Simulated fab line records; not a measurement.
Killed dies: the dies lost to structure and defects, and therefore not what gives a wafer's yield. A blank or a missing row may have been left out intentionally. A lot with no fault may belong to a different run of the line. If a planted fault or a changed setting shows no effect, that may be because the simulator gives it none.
Chamber matching ; flow gf180mcu ; GF_MIM_CVD_05 on pecvd-02: 3 sister chambers
The step deposits Si3N4, target thk 42 nm, time 29.086 s. 14 wafers are shown with their chamber, then 7 later ones without.

## WAFERS PAIRED WITH THEIR CHAMBERS
wafer;chamber;heater power w (W);heater power outer w (W)
L076.1;1;604;351
L076.3;2;701;374
L076.6;2;708;372
L079.3;2;635;333
L079.5;2;646;326
L079.6;1;642;395
L082.2;1;610;351
L082.3;0;669;410
L082.6;0;670;407
L084.2;0;591;339
L084.3;2;745;387
L084.4;1;628;342
L088.1;2;666;353
L088.3;1;561;324

SIGNATURES, as means of the wafers listed above
reading;chamber 0;chamber 1;chamber 2;scatter within a chamber
heater power w;643.33;609.00;683.50;38.9
heater power outer w;385.33;352.60;357.50;28.5
Rule: a wafer lies at a distance from a chamber equal to the root of the sum of squares, over the readings, of (its reading less the chamber's mean, divided by the reading's scatter). The wafer belongs to the nearest chamber; if the next one is less than 2 further off, it can't be placed. The scatter: the root of (the sum of the squares of (reading less its chamber's mean) over the shown wafers, divided by (wafers less chambers)).

## WAFERS MISSING THEIR CHAMBER
wafer;heater power w (W);heater power outer w (W)
L088.5;584;333
L089.1;620;348
L089.3;665;423
L089.4;685;411
L092.4;663;343
L092.5;594;335
L092.6;690;431

## THE CHAMBER EACH PASSED THROUGH
wafer;from the rows above;in truth
L088.5;can't be placed: 1 or 0 or 2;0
L089.1;can't be placed: 1 or 0 or 2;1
L089.3;can't be placed: 0 or 2 or 1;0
L089.4;can't be placed: 0 or 2 or 1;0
L092.4;can't be placed: 2 or 1 or 0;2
L092.5;can't be placed: 1 or 0 or 2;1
L092.6;can't be placed: 0 or 2 or 1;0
Correctly placed: 0 of 7. Unplaceable from these rows: 7, with the true chamber sitting among the candidates in 7. 0 placed wrongly.
